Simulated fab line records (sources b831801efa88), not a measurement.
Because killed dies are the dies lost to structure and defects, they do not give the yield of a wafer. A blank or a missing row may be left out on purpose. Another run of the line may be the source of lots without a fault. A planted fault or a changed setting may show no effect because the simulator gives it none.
Chamber matching || flow gf180mcu || rieDiel-02 running GF_POLY_GATE_ETCH_12: 4 sister chambers
The step etches BARC in N2/H2. 8 wafers are shown with their chamber, then 8 later ones without.

## WAFERS, EACH WITH ITS CHAMBER
{"wafer": "L670.1", "chamber": 2, "drypumpMotorCurrentA (A)": 6.1, "throttleValvePct (%)": 13.224}
{"wafer": "L678.5", "chamber": 3, "drypumpMotorCurrentA (A)": 5.7, "throttleValvePct (%)": 13.220}
{"wafer": "L678.6", "chamber": 0, "drypumpMotorCurrentA (A)": 5.7, "throttleValvePct (%)": 13.201}
{"wafer": "L679.2", "chamber": 2, "drypumpMotorCurrentA (A)": 6.1, "throttleValvePct (%)": 13.227}
{"wafer": "L679.5", "chamber": 0, "drypumpMotorCurrentA (A)": 5.7, "throttleValvePct (%)": 13.217}
{"wafer": "L680.2", "chamber": 3, "drypumpMotorCurrentA (A)": 5.8, "throttleValvePct (%)": 13.215}
{"wafer": "L680.6", "chamber": 1, "drypumpMotorCurrentA (A)": 5.9, "throttleValvePct (%)": 13.206}
{"wafer": "L685.1", "chamber": 1, "drypumpMotorCurrentA (A)": 5.9, "throttleValvePct (%)": 13.211}

## WAFERS WITHOUT THEIR CHAMBER
{"wafer": "L685.2", "drypumpMotorCurrentA (A)": 5.7, "throttleValvePct (%)": 13.208}
{"wafer": "L685.5", "drypumpMotorCurrentA (A)": 5.7, "throttleValvePct (%)": 13.208}
{"wafer": "L688.1", "drypumpMotorCurrentA (A)": 5.7, "throttleValvePct (%)": 13.206}
{"wafer": "L688.3", "drypumpMotorCurrentA (A)": 5.9, "throttleValvePct (%)": 13.214}
{"wafer": "L688.4", "drypumpMotorCurrentA (A)": 6.2, "throttleValvePct (%)": 13.225}
{"wafer": "L690.4", "drypumpMotorCurrentA (A)": 5.7, "throttleValvePct (%)": 13.229}
{"wafer": "L690.5", "drypumpMotorCurrentA (A)": 5.9, "throttleValvePct (%)": 13.204}
{"wafer": "L690.6", "drypumpMotorCurrentA (A)": 5.7, "throttleValvePct (%)": 13.215}

## WHICH CHAMBER EACH ONE RAN IN
{"wafer": "L685.2", "from the rows above": "can't be placed: 0 or 3", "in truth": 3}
{"wafer": "L685.5", "from the rows above": "can't be placed: 0 or 3", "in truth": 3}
{"wafer": "L688.1", "from the rows above": "can't be placed: 0 or 3", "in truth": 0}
{"wafer": "L688.3", "from the rows above": 1, "in truth": 1}
{"wafer": "L688.4", "from the rows above": 2, "in truth": 2}
{"wafer": "L690.4", "from the rows above": "can't be placed: 3 or 0", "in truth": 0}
{"wafer": "L690.5", "from the rows above": 1, "in truth": 1}
{"wafer": "L690.6", "from the rows above": "can't be placed: 0 or 3", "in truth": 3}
Correctly placed: 3 of 8. Not placeable from these rows: 5 (in 5, the candidates include the true chamber). Placed wrongly: 0.
How it was worked out, from the rows above alone: a wafer's distance from a chamber is the root of the sum, over the readings, of the square of ((its reading less the chamber's mean) divided by the reading's scatter). The wafer belongs to the nearest chamber; if the next one is less than 2 further off, it can't be placed. Each chamber's mean is taken over the wafers shown for it. The scatter: the root of (the sum of the squares of (reading less its chamber's mean) over the shown wafers, divided by (wafers less chambers)).
